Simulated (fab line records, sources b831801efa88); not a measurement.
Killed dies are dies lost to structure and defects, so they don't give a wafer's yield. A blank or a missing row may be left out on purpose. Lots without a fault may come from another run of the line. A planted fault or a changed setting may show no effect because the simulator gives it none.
Which tool did it? | flow sky130 | 24 lots, 72 wafers sampled, at 3 steps of a route of 708

WHAT THE GAUGES READ, wafer by wafer
SKY_METAL2_RS_MEAS_05: measures by four-point-probe. Usual: METAL2_ALCU_RS 0.1301 ohm/sq, standard deviation 0.0013.
lot  | measured     | on            | METAL2_ALCU_RS (ohm/sq) | flag
L074 | day 33 14:56 | film_metro-02 | 0.1300 0.1298 0.1297    |
L075 | day 34 20:14 | film_metro-02 | 0.1308 0.1314 0.1324    |
L076 | day 35 11:07 | film_metro-02 | 0.1293 0.1286 0.1283    |
L077 | day 35 20:32 | film_metro-04 | 0.1315 0.1296 0.1313    |
L078 | day 36 12:04 | film_metro-04 | 0.1299 0.1287 0.1300    |
L079 | day 36 14:08 | film_metro-04 | 0.1287 0.1291 0.1292    |
L081 | day 36 15:33 | film_metro-02 | 0.1303 0.1313 0.1309    |
L080 | day 36 17:08 | film_metro-02 | 0.1291 0.1294 0.1289    |
L083 | day 36 17:44 | film_metro-04 | 0.1319 0.1310 0.1326    |
L082 | day 36 21:32 | film_metro-01 | 0.1307 0.1317 0.1323    |
L084 | day 37 11:30 | film_metro-02 | 0.1287 0.1301 0.1301    |
L085 | day 37 13:44 | film_metro-01 | 0.1313 0.1301 0.1316    |
L086 | day 37 20:11 | film_metro-02 | 0.1317 0.1322 0.1313    |
L087 | day 38 08:16 | film_metro-02 | 0.1310 0.1302 0.1295    |
L088 | day 38 15:55 | film_metro-02 | 0.1295 0.1303 0.1299    |
L089 | day 38 17:25 | film_metro-02 | 0.1309 0.1307 0.1309    |
L090 | day 38 21:53 | film_metro-04 | 0.1292 0.1274 0.1277    |
L091 | day 39 08:30 | film_metro-04 | 0.1285 0.1267 0.1277    |
L092 | day 40 04:02 | film_metro-02 | 0.1318 0.1316 0.1312    |
L093 | day 40 10:37 | film_metro-02 | 0.1300 0.1307 0.1320    |
L095 | day 40 15:03 | film_metro-04 | 0.1293 0.1289 0.1290    |
L094 | day 40 19:29 | film_metro-04 | 0.1293 0.1293 0.1299    |
L096 | day 40 20:30 | film_metro-02 | 0.1303 0.1297 0.1303    |
L097 | day 41 07:14 | film_metro-01 | 0.1284 0.1308 0.1307    |

WHICH TOOL RAN EACH LOT (tool, then ch and the chambers of the sampled wafers, then the start)
lot  | SKY_METAL1_SPUTTER_00        | SKY_METAL1_DESCUM_17
L074 | pvd_sputter-02, day 31 04:54 | rie_metal-03 ch 0,1, day 32 08:44
L075 | pvd_sputter-03, day 32 11:22 | rie_metal-03 ch 0,1, day 33 14:25
L076 | pvd_sputter-03, day 33 02:28 | rie_metal-04 ch 0,1, day 34 05:47
L077 | pvd_sputter-04, day 33 10:59 | rie_metal-01 ch 0, day 34 13:57
L078 | pvd_sputter-04, day 34 03:55 | rie_metal-04 ch 0,1, day 35 06:34
L079 | pvd_sputter-04, day 34 07:12 | rie_metal-01 ch 1, day 35 09:24
L081 | pvd_sputter-02, day 34 08:28 | rie_metal-01 ch 0,1, day 35 10:48
L080 | pvd_sputter-04, day 34 09:58 | rie_metal-03 ch 0,1, day 35 12:08
L083 | pvd_sputter-03, day 34 10:22 | rie_metal-04 ch 0,1, day 35 12:21
L082 | pvd_sputter-02, day 34 13:04 | rie_metal-01 ch 0,1, day 35 15:35
L084 | pvd_sputter-04, day 35 02:27 | rie_metal-03 ch 0,1, day 36 05:00
L085 | pvd_sputter-03, day 35 05:38 | rie_metal-01 ch 0,1, day 36 08:21
L086 | pvd_sputter-02, day 35 13:52 | rie_metal-01 ch 1, day 36 15:56
L087 | pvd_sputter-02, day 36 01:19 | rie_metal-04 ch 0, day 37 03:53
L088 | pvd_sputter-02, day 36 10:01 | rie_metal-04 ch 0, day 37 11:52
L089 | pvd_sputter-03, day 36 11:17 | rie_metal-03 ch 0,1, day 37 13:26
L090 | pvd_sputter-03, day 36 15:19 | rie_metal-04 ch 0, day 37 17:53
L091 | pvd_sputter-02, day 37 02:45 | rie_metal-03 ch 0,1, day 38 04:18
L092 | pvd_sputter-04, day 37 23:10 | rie_metal-01 ch 0,1, day 39 01:02
L093 | pvd_sputter-02, day 38 06:34 | rie_metal-03 ch 0,1, day 39 07:45
L095 | pvd_sputter-03, day 38 10:38 | rie_metal-03 ch 0, day 39 11:17
L094 | pvd_sputter-03, day 38 12:41 | rie_metal-01 ch 0,1, day 39 15:56
L096 | pvd_sputter-03, day 38 15:01 | rie_metal-04 ch 0,1, day 39 16:32
L097 | pvd_sputter-02, day 39 04:05 | rie_metal-01 ch 1, day 40 03:32
- SKY_METAL1_SPUTTER_00: material Ti, target thk 15 nm, time 10 s.
- SKY_METAL1_DESCUM_17: chemistry O2, time 8 s.

WHAT THE TOOLS THEMSELVES READ (means of the sampled wafers that have a number; where no wafer has one, the mark that the record gives instead)
SKY_METAL1_SPUTTER_00. Usual: cathode_dc_power_W 3000.0 W, standard deviation 0.54; throttle_valve_pct 29.9 %, standard deviation 0.84.
lot  | tool           | cathode_dc_power_W (W) | throttle_valve_pct (%) | flag
L074 | pvd_sputter-02 | 3000.4                 | 30.4                   |
L075 | pvd_sputter-03 | 3000.1                 | 28.7                   |
L076 | pvd_sputter-03 | 2999.9                 | 28.5                   |
L077 | pvd_sputter-04 | 3000.4                 | 30.1                   |
L078 | pvd_sputter-04 | 2999.8                 | 29.8                   |
L079 | pvd_sputter-04 | 3000.2                 | 30.0                   |
L081 | pvd_sputter-02 | 3000.4                 | 30.6                   |
L080 | pvd_sputter-04 | 2999.7                 | 29.9                   |
L083 | pvd_sputter-03 | 3000.1                 | 29.2                   |
L082 | pvd_sputter-02 | 3000.1                 | 30.5                   |
L084 | pvd_sputter-04 | 2999.9                 | 30.3                   |
L085 | pvd_sputter-03 | 2999.9                 | 29.2                   |
L086 | pvd_sputter-02 | 3000.0                 | 30.9                   |
L087 | pvd_sputter-02 | 3000.3                 | 30.8                   |
L088 | pvd_sputter-02 | 3000.2                 | 31.3                   |
L089 | pvd_sputter-03 | 2999.8                 | 29.1                   |
L090 | pvd_sputter-03 | 3000.0                 | 28.6                   |
L091 | pvd_sputter-02 | 2999.5                 | 30.7                   |
L092 | pvd_sputter-04 | 2999.7                 | 30.2                   |
L093 | pvd_sputter-02 | 2999.9                 | 30.8                   |
L095 | pvd_sputter-03 | 3000.3                 | 29.4                   |
L094 | pvd_sputter-03 | 2999.5                 | 29.0                   |
L096 | pvd_sputter-03 | 2999.9                 | 29.6                   |
L097 | pvd_sputter-02 | 2999.7                 | 30.1                   |

SKY_METAL1_DESCUM_17. Usual: chamber_pressure_mTorr 10.001 mTorr, standard deviation 0.0085; drypump_motor_current_A 5.8 A, standard deviation 0.47; oes_product_au 1.000 a.u., standard deviation 0.0071.
lot  | tool         | chamber_pressure_mTorr (mTorr) | drypump_motor_current_A (A) | oes_product_au (a.u.) | flag
L074 | rie_metal-03 | 9.996                          | 5.4                         | 1.008                 |
L075 | rie_metal-03 | 10.005                         | 5.4                         | 0.995                 |
L076 | rie_metal-04 | 10.000                         | 5.6                         | 0.992                 |
L077 | rie_metal-01 | 9.997                          | 6.3                         | 1.008                 |
L078 | rie_metal-04 | 9.998                          | 5.6                         | 0.993                 |
L079 | rie_metal-01 | 9.998                          | 6.5                         | 1.004                 |
L081 | rie_metal-01 | 10.001                         | 6.4                         | 0.999                 |
L080 | rie_metal-03 | 10.002                         | 5.4                         | 0.988                 |
L083 | rie_metal-04 | 10.001                         | 5.6                         | 1.000                 |
L082 | rie_metal-01 | 9.998                          | 6.4                         | 1.006                 |
L084 | rie_metal-03 | 9.997                          | 5.3                         | 1.000                 |
L085 | rie_metal-01 | 10.010                         | 6.4                         | 1.004                 |
L086 | rie_metal-01 | 9.994                          | 6.5                         | 1.000                 |
L087 | rie_metal-04 | 9.999                          | 5.6                         | 0.997                 |
L088 | rie_metal-04 | 10.005                         | 5.6                         | 1.009                 |
L089 | rie_metal-03 | 9.993                          | 5.3                         | 0.995                 |
L090 | rie_metal-04 | 10.007                         | 5.6                         | 1.001                 |
L091 | rie_metal-03 | 9.999                          | 5.3                         | 1.002                 |
L092 | rie_metal-01 | 10.005                         | 6.4                         | 0.995                 |
L093 | rie_metal-03 | 10.001                         | 5.3                         | 1.004                 |
L095 | rie_metal-03 | 10.003                         | 5.2                         | 0.998                 |
L094 | rie_metal-01 | 9.992                          | 6.4                         | 0.997                 |
L096 | rie_metal-04 | 10.002                         | 5.6                         | 1.005                 |
L097 | rie_metal-01 | 10.004                         | 6.5                         | 1.000                 |

THE ANSWER, worked out from the rows above alone
Rule: a lot is off if the mean of its wafers that have a number lies more than 3 standard deviations from the usual mean. A lot without any number at a reading at which 4 lots or more have one is off too. The other lots that the step has rows for count as sound. The gauges are gone through in route order, then the tools' own readings, and for those a lot's mean is taken as printed above. The first step at which some lot is off is used, and at that step the reading that is off furthest; a lot without a number counts as furthest.
No lot is off at any reading shown: from this, nothing can be told.

WHAT THE SIMULATOR HAD PUT IN
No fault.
